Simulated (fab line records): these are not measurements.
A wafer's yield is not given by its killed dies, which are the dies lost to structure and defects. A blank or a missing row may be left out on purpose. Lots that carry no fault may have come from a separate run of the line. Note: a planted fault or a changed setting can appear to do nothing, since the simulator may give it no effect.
fab line records	flow sky130
record lots=13	wafers=39	lastDay=50
route steps=708 shown SONOS_ONO@171 LDD_HVN@271 PAD_OPEN@708
lots that met no fault: from a run of the same line without faults
startH: hours from the record's opening day to when the first of the lot's shown wafers began	waitH: how many hours have passed since the lot's step before this one	" identical to the entry in the row above	L1.1+2: a single row standing in for several wafers	- no value, or no start was given	* or withheld: withheld	< > ~ a bound
route shown NAME@n: a module of which the file shows steps, and the number in the route of the first	usual: average and standard deviation across the fault-free wafers	same: alike in all rows	chamber/n: place in a boat	sites: per-site readings	_std_site: standard deviation across them	_edge_site: inner sites' mean taken away from outer sites' mean	radiusMm: for every site, how far away it sits from the centre of the wafer	mask NAME#n: copy n	behind: the tool/chamber that last shaped the wafer	hold: what put the lot on hold/how long, in hours/how the hold closed	device: the n, p or np transistor that did not switch	end of line: tests of these same wafers at the route's end	a step without rows: its recipe alone	killed: at the first sort, the dies lost to defects and structure; wafer yield is something else	map: a wafer's dies, x killed, . not, _ none there
set.NAME: the setting that was run; set.NAME@STEP: the one run at that earlier step	model.NAME: the simulator's own value behind a step, which no gauge read
the route's steps for a sample of lots (tables are steps, rows are wafers)
services: when a tool's chamber went out of use (startH, in hours from the record's first day, below 0 if earlier), for how many hours, and the reason
## steps
# step SKY_SONOS_ONO_THK_MEAS_03
# recipe reads=Si3N4_of_SONOS_ONO_CVD_02
# usual SONOS_ONO_CVD_02_THK=10.48/0.12
lot.wafer	tool	chamber	startH	waitH	SONOS_ONO_CVD_02_THK[nm]
L202.1	filmMetro-03	-	254.99	0.0	10.54
L202.2	"	-	"	"	10.71
L202.5	"	-	"	"	10.52
L203.3	filmMetro-02	-	255.01	0.0	10.49
L203.5	"	-	"	"	10.67
L203.6	"	-	"	"	10.62
L204.1	filmMetro-02	-	272.21	0.0	10.41
L204.3	"	-	"	"	10.39
L204.4	"	-	"	"	10.50
L206.2	filmMetro-02	-	290.52	0.0	10.74
L206.3	"	-	"	"	10.40
L206.4	"	-	"	"	10.59
L208.3	filmMetro-03	-	308.04	0.0	10.72
L208.4	"	-	"	"	10.62
L208.6	"	-	"	"	10.79
L211.1	filmMetro-04	-	322.35	0.0	10.49
L211.3	"	-	"	"	10.44
L211.4	"	-	"	"	10.38
L217.4	filmMetro-03	-	376.50	0.0	10.63
L217.5	"	-	"	"	10.62
L217.6	"	-	"	"	10.58
L216.1	filmMetro-02	-	378.80	0.0	10.47
L216.3	"	-	"	"	10.45
L216.6	"	-	"	"	10.47
L218.1	filmMetro-02	-	388.24	0.0	10.20
L218.4	"	-	"	"	10.24
L218.6	"	-	"	"	10.30
L219.4	filmMetro-02	-	392.20	0.0	10.31
L219.5	"	-	"	"	10.38
L219.6	"	-	"	"	10.50
L220.4	filmMetro-04	-	395.41	0.0	10.29
L220.5	"	-	"	"	10.36
L220.6	"	-	"	"	10.33
L223.1	filmMetro-02	-	421.32	0.0	10.47
L223.2	"	-	"	"	10.52
L223.5	"	-	"	"	10.56
L225.3	filmMetro-04	-	444.62	0.0	10.54
L225.4	"	-	"	"	10.41
L225.5	"	-	"	"	10.42
# step SKY_SONOS_ONO_OVL_MEAS_14
# usual SONOS_ONO_OVL=0.4/1.5
lot.wafer	tool	chamber	startH	waitH	SONOS_ONO_OVL[nm]
L203.3	overlay-01	-	281.60	0.1	1.2
L203.5	"	-	"	"	-0.5
L203.6	"	-	"	"	0.1
L202.1	overlay-01	-	281.83	0.1	2.0
L202.2	"	-	"	"	1.9
L202.5	"	-	"	"	2.6
L204.1	overlay-01	-	298.89	0.1	-0.3
L204.3	"	-	"	"	-1.0
L204.4	"	-	"	"	0.0
L206.2	overlay-01	-	316.94	0.1	1.6
L206.3	"	-	"	"	0.3
L206.4	"	-	"	"	0.3
L208.3	overlay-02	-	336.18	0.1	1.0
L208.4	"	-	"	"	-0.4
L208.6	"	-	"	"	0.8
L211.1	overlay-01	-	351.31	0.1	-1.8
L211.3	"	-	"	"	-3.9
L211.4	"	-	"	"	-2.2
L217.4	overlay-02	-	406.41	0.1	-0.3
L217.5	"	-	"	"	-1.5
L217.6	"	-	"	"	-2.3
L216.1	overlay-02	-	409.16	0.1	-1.0
L216.3	"	-	"	"	-1.7
L216.6	"	-	"	"	-0.4
L218.1	overlay-02	-	419.87	0.1	1.5
L218.4	"	-	"	"	1.5
L218.6	"	-	"	"	1.2
L219.4	overlay-02	-	423.16	0.1	-0.3
L219.5	"	-	"	"	1.4
L219.6	"	-	"	"	0.6
L220.4	overlay-02	-	426.58	0.1	0.2
L220.5	"	-	"	"	-0.5
L220.6	"	-	"	"	-0.8
L223.1	overlay-02	-	453.14	0.1	1.3
L223.2	"	-	"	"	1.9
L223.5	"	-	"	"	1.1
L225.3	overlay-02	-	476.02	0.1	-1.5
L225.4	"	-	"	"	-1.4
L225.5	"	-	"	"	-0.4
# step SKY_SONOS_ONO_STRIP_17
# recipe chemistry=O2/N2	powerW=1400	pressureMtorr=1500	platenTempC=withheld	o2FlowSccm=3000	n2FlowSccm=300	overashFraction=0.5
# usual drypumpMotorCurrentA=5.9/0.6	o2FlowSccm=3001/9	oesProductAu=0.710/0.0045	stripTimeToEndpointS=14.09/0.036
lot.wafer	tool	chamber	startH	waitH	drypumpMotorCurrentA	o2FlowSccm	oesProductAu	rfHoursCounterH	stripTimeToEndpointS
L203.3	plasmaAsher-02	1	281.76	0.0	6.6	2996	0.710	-	14.08
L203.5	"	0	"	"	5.3	3000	0.703	-	14.12
L203.6	"	1	"	"	6.6	2999	0.714	-	14.09
L202.1	plasmaAsher-01	1	281.97	0.0	6.5	2992	0.713	56	14.03
L202.2	"	0	"	"	5.6	3006	0.709	56	14.03
L202.5	"	0	"	"	5.6	3000	0.716	-	14.04
L204.1	plasmaAsher-03	0	299.03	0.0	5.0	3001	0.703	18	14.03
L204.3	"	1	"	"	6.0	3002	0.710	-	14.07
L204.4	"	0	"	"	5.0	3008	0.703	-	14.05
L206.2	plasmaAsher-02	0	317.08	0.0	5.3	3004	0.709	51	14.14
L206.3	"	1	"	"	6.6	2991	0.707	-	14.13
L206.4	"	0	"	"	5.3	2998	0.713	-	14.12
L208.3	plasmaAsher-02	0	336.34	0.0	5.3	3000	0.713	-	14.03
L208.4	"	1	"	"	6.6	2999	0.710	-	14.02
L208.6	"	0	"	"	5.3	2989	0.711	-	14.06
L211.1	plasmaAsher-01	0	351.46	0.0	5.6	3006	0.715	63	14.06
L211.3	"	0	"	"	5.6	3000	0.702	-	14.13
L211.4	"	1	"	"	6.5	2999	0.711	-	14.11
L217.4	plasmaAsher-02	0	406.57	0.0	5.3	3003	0.714	-	14.13
L217.5	"	1	"	"	6.6	3016	0.717	-	14.12
L217.6	"	0	"	"	5.3	2985	0.706	-	14.16
L216.1	plasmaAsher-02	1	409.31	0.0	6.6	3010	0.708	61	14.11
L216.3	"	1	"	"	6.7	2991	0.720	-	14.09
L216.6	"	1	"	"	6.6	2987	0.714	-	14.08
L218.1	plasmaAsher-01	1	420.02	0.0	6.4	2992	0.711	70	14.11
L218.4	"	1	"	"	6.4	3000	0.709	-	14.07
L218.6	"	1	"	"	6.4	3003	0.708	-	14.05
L219.4	plasmaAsher-03	1	423.32	0.0	6.0	2998	0.713	-	14.08
L219.5	"	1	"	"	6.0	2982	0.708	-	14.10
L219.6	"	0	"	"	5.0	3005	0.706	-	14.07
L220.4	plasmaAsher-03	0	426.74	0.0	5.0	2999	0.707	-	14.14
L220.5	"	0	"	"	5.0	2997	0.711	-	14.12
L220.6	"	1	"	"	6.0	3006	0.704	-	14.10
L223.1	plasmaAsher-02	0	453.29	0.0	5.3	2996	0.709	66	14.00
L223.2	"	1	"	"	6.6	2990	0.716	66	14.04
L223.5	"	0	"	"	5.3	3005	0.708	-	14.01
L225.3	plasmaAsher-02	1	476.19	0.0	6.6	2996	0.706	-	14.02
L225.4	"	0	"	"	5.3	3001	0.702	-	14.04
L225.5	"	0	"	"	5.3	3011	0.705	-	14.05
# step SKY_LDD_HVN_EXPOSE_04
# recipe maskId=HVNTM	na=0.6	sourceShape=conventional	sigmaOuter=0.6	polarization=unpolarized	targetCdNm=700	doseMj=127
# same sigmaOuter=0.6
lot.wafer	tool	chamber	startH	waitH	mask
L203.3+5+6	ilineStepper-01	0	447.13	-	HVNTM#0
L202.1+2+5	ilineStepper-01	0	448.67	-	HVNTM#0
L204.1+3+4	ilineStepper-02	0	468.17	-	HVNTM#0
L206.2+3+4	ilineStepper-02	0	492.63	-	HVNTM_R1#0
L208.3+4+6	ilineStepper-02	0	517.36	-	HVNTM#0
L211.1+3+4	ilineStepper-02	0	531.89	-	HVNTM#0
L216.1+3+6	ilineStepper-02	0	586.79	-	HVNTM#0
L217.4+5+6	ilineStepper-01	0	587.75	-	HVNTM#0
L218.1+4+6	ilineStepper-02	0	598.93	-	HVNTM#0
L219.4+5+6	ilineStepper-02	0	602.72	-	HVNTM#0
L220.4+5+6	ilineStepper-02	0	605.74	-	HVNTM#0
L223.1+2+5	ilineStepper-02	0	630.74	-	HVNTM#0
L225.3+4+5	ilineStepper-02	0	650.61	-	HVNTM#0
# step SKY_PAD_OPEN_PROBE_99
# usual killed_at_M0_to_M3=43/6.8	killed_at_M4_up=2.9/1.7	killedAtContacts=24/5.4	killedAtFrontEnd=15/4.8	killedAtOther=0.3/0.57	killedDies=85/9.4	killedOnRim=16/4	killedOpen=47/7.5	killedShort=38/5.7
# same grossDies=492	killedAtBackSide=0
lot.wafer	tool	chamber	startH	waitH	killed_at_M0_to_M3	killed_at_M4_up	killedAtContacts	killedAtFrontEnd	killedAtOther	killedDies	killedOnRim	killedOpen	killedShort
L206.2	prober-01	-	1097.26	0.1	42	3	45	13	1	104	21	57	47
L206.3	prober-01	-	1097.31	0.2	28	4	24	10	0	66	17	38	28
L206.4	prober-01	-	1097.36	0.2	35	1	24	8	1	69	10	33	36
L216.1	prober-01	-	1154.72	0.1	50	4	22	14	1	91	23	56	35
L216.3	prober-01	-	1154.82	0.2	49	1	32	22	0	104	22	57	47
L216.6	prober-01	-	1154.97	0.2	44	1	23	10	1	79	19	46	33
L217.4	prober-02	-	1155.38	0.2	36	3	28	8	0	75	14	42	33
L217.5	prober-02	-	1155.43	0.2	38	3	28	9	1	79	15	36	43
L217.6	prober-02	-	1155.48	0.2	44	4	32	11	0	91	16	53	38
L218.1	prober-02	-	1169.27	0.1	48	3	29	15	0	95	22	53	42
L218.4	prober-02	-	1169.42	0.2	38	2	29	16	0	85	18	43	42
L218.6	prober-02	-	1169.52	0.2	50	2	26	12	0	90	17	43	47
L219.4	prober-01	-	1169.33	0.2	40	0	18	17	1	76	14	43	33
L219.5	prober-01	-	1169.38	0.2	48	1	22	15	0	86	14	51	35
L219.6	prober-01	-	1169.43	0.2	43	2	23	12	1	81	14	43	38
L220.4	prober-01	-	1171.51	0.2	46	2	23	16	0	87	18	46	41
L220.5	prober-01	-	1171.56	0.2	39	2	16	15	0	72	12	39	33
L220.6	prober-01	-	1171.61	0.2	39	1	31	20	0	91	17	58	33
# killed by level:class
L206.2 CONTACT:geometricParticle:open=16 LI_CONTACT:geometricParticle:open=10 CONTACT:geometricParticle:short=9 VIA1:geometricParticle:open=9 LOCAL_INTERCONNECT:geometricParticle:short=7 VIA3:geometricParticle:open=7 FIELD_ISO:geometricParticle:short=4 VIA3:geometricParticle:short=4
L206.3 VIA1:geometricParticle:open=11 LI_CONTACT:geometricParticle:open=9 CONTACT:geometricParticle:open=9 LOCAL_INTERCONNECT:geometricParticle:short=4 FIELD_ISO:geometricParticle:short=3 METAL4:geometricParticle:short=3 VIA1:geometricParticle:short=3 METAL2:geometricParticle:short=3
L206.4 METAL1:geometricParticle:short=10 LI_CONTACT:geometricParticle:open=8 VIA1:geometricParticle:open=8 CONTACT:geometricParticle:open=6 LI_CONTACT:geometricParticle:short=5 VIA3:geometricParticle:open=4 LOCAL_INTERCONNECT:geometricParticle:short=3 METAL3:geometricParticle:short=3
L216.1 VIA1:geometricParticle:open=18 VIA3:geometricParticle:open=9 CONTACT:geometricParticle:open=8 METAL2:geometricParticle:short=7 FIELD_ISO:geometricParticle:short=5 POLY_GATE:geometricParticle:short=4 LI_CONTACT:geometricParticle:open=4 LOCAL_INTERCONNECT:geometricParticle:short=4
L216.3 VIA1:geometricParticle:open=12 LI_CONTACT:geometricParticle:open=9 VIA3:geometricParticle:open=8 FIELD_ISO:geometricParticle:open=6 FIELD_ISO:geometricParticle:short=6 CONTACT:geometricParticle:short=6 CONTACT:geometricParticle:open=6 LI_CONTACT:geometricParticle:short=5
L216.6 VIA1:geometricParticle:open=13 CONTACT:geometricParticle:open=9 METAL1:geometricParticle:short=6 LI_CONTACT:geometricParticle:open=5 VIA1:geometricParticle:short=5 VIA2:geometricParticle:open=5 FIELD_ISO:geometricParticle:open=4 LI_CONTACT:geometricParticle:short=4
L217.4 CONTACT:geometricParticle:open=11 VIA1:geometricParticle:open=7 METAL2:geometricParticle:short=6 LI_CONTACT:geometricParticle:open=5 LOCAL_INTERCONNECT:geometricParticle:short=5 METAL1:geometricParticle:short=5 VIA2:geometricParticle:open=5 LI_CONTACT:geometricParticle:short=4
L217.5 CONTACT:geometricParticle:short=9 METAL2:geometricParticle:short=8 VIA3:geometricParticle:open=8 VIA1:geometricParticle:open=6 LI_CONTACT:geometricParticle:open=5 VIA2:geometricParticle:open=5 POLY_GATE:geometricParticle:short=4 POLY_GATE:geometricParticle:open=4
L217.6 LI_CONTACT:geometricParticle:open=10 VIA3:geometricParticle:open=9 CONTACT:geometricParticle:open=9 VIA1:geometricParticle:open=9 VIA2:geometricParticle:open=8 CONTACT:geometricParticle:short=6 FIELD_ISO:geometricParticle:short=4 LOCAL_INTERCONNECT:geometricParticle:short=4
L218.1 CONTACT:geometricParticle:open=14 VIA1:geometricParticle:open=11 METAL1:geometricParticle:short=8 CONTACT:geometricParticle:short=7 VIA2:geometricParticle:open=7 VIA1:geometricParticle:short=6 VIA3:geometricParticle:open=6 FIELD_ISO:geometricParticle:open=5
L219.4 VIA1:geometricParticle:open=11 CONTACT:geometricParticle:open=9 VIA2:geometricParticle:open=7 METAL2:geometricParticle:short=5 FIELD_ISO:geometricParticle:open=4 FIELD_ISO:geometricParticle:short=4 VIA1:geometricParticle:short=4 POLY_GATE:geometricParticle:open=3
L219.5 CONTACT:geometricParticle:open=10 VIA3:geometricParticle:open=10 VIA1:geometricParticle:open=8 VIA2:geometricParticle:open=8 LI_CONTACT:geometricParticle:open=6 FIELD_ISO:geometricParticle:short=5 METAL1:geometricParticle:short=5 VIA1:geometricParticle:short=4
L218.4 METAL1:geometricParticle:short=10 VIA3:geometricParticle:open=8 LI_CONTACT:geometricParticle:open=8 VIA1:geometricParticle:open=8 CONTACT:geometricParticle:open=7 CONTACT:geometricParticle:short=6 FIELD_ISO:geometricParticle:open=5 LI_CONTACT:geometricParticle:short=4
L219.6 VIA1:geometricParticle:open=12 CONTACT:geometricParticle:open=10 VIA1:geometricParticle:short=7 LI_CONTACT:geometricParticle:open=6 VIA2:geometricParticle:open=6 METAL2:geometricParticle:short=4 METAL3:geometricParticle:short=4 POLY_GATE:geometricParticle:short=3
L218.6 CONTACT:geometricParticle:open=8 VIA1:geometricParticle:open=8 METAL1:geometricParticle:short=7 LI_CONTACT:geometricParticle:open=7 VIA2:geometricParticle:open=7 CONTACT:geometricParticle:short=6 METAL2:geometricParticle:short=6 VIA1:geometricParticle:short=5
L220.4 CONTACT:geometricParticle:open=13 VIA1:geometricParticle:open=10 VIA1:geometricParticle:short=9 VIA3:geometricParticle:open=6 VIA2:geometricParticle:open=4 VIA2:geometricParticle:short=4 METAL2:geometricParticle:short=4 FIELD_ISO:geometricParticle:short=3
L220.5 VIA3:geometricParticle:open=9 FIELD_ISO:geometricParticle:short=6 LI_CONTACT:geometricParticle:open=6 VIA2:geometricParticle:open=6 VIA1:geometricParticle:short=5 METAL2:geometricParticle:open=5 LOCAL_INTERCONNECT:geometricParticle:short=4 CONTACT:geometricParticle:open=4
L220.6 CONTACT:geometricParticle:open=13 LI_CONTACT:geometricParticle:open=12 FIELD_ISO:geometricParticle:open=9 VIA1:geometricParticle:open=7 VIA3:geometricParticle:open=6 POLY_GATE:geometricParticle:open=5 METAL1:geometricParticle:short=5 VIA3:geometricParticle:short=5
## services
tool	chamber	startH	hours	kind
ilineStepper-02	-	279.37	1.7	pm
ilineStepper-02	-	318.42	2.1	pm
ilineStepper-02	-	320.50	-	consumableReplace:lamp
plasmaAsher-03	-	327.96	13.8	repair
ilineStepper-02	-	365.77	4.4	pm
ilineStepper-01	-	378.94	1.7	pm
plasmaAsher-01	-	421.25	9.0	pm
plasmaAsher-01	0	421.25	9.0	ventCycle
plasmaAsher-01	1	421.25	9.0	ventCycle
plasmaAsher-01	0	430.25	-	clean
plasmaAsher-01	1	430.25	-	clean
ilineStepper-02	-	474.27	4.8	repair
plasmaAsher-01	-	496.61	2.7	repair
ilineStepper-02	-	497.55	1.7	pm
plasmaAsher-02	-	506.65	0.4	repair
ilineStepper-01	-	513.02	4.8	repair
plasmaAsher-03	-	521.55	1.5	repair
plasmaAsher-03	-	556.93	2.8	pm
ilineStepper-01	-	597.12	1.7	pm
ilineStepper-01	-	599.51	21.6	repair
plasmaAsher-02	-	610.81	5.7	repair
plasmaAsher-01	-	639.51	1.0	repair
## key
firstSign step=SKY_LDD_HVN_EXPOSE_04	reading=mask	direction=changed
effect none on later readings
metAt SKY_LDD_HVN_EXPOSE_04
struckLots L206
testerLeftOut L206
notActingAt SKY_SONOS_ONO_THK_MEAS_03,SKY_SONOS_ONO_OVL_MEAS_14,SKY_SONOS_ONO_STRIP_17
onsetBetween 468.17 492.63
fault kind=wrongMask	tool=any	chamber=-	onsetH=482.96	steps=SKY_LDD_HVN_EXPOSE_04	auxCopy=HVNTM_R1#0	cdOffsetNm=105	scope=struckLotsOnly
# testerLeftOut: of these lots the tester's yield and bins aren't shown, on N5 and GAA mostly nor the transistor test; their killed dies are dies lost to structure and defects alone, not to doping, threshold or leakage, so they don't give the yield
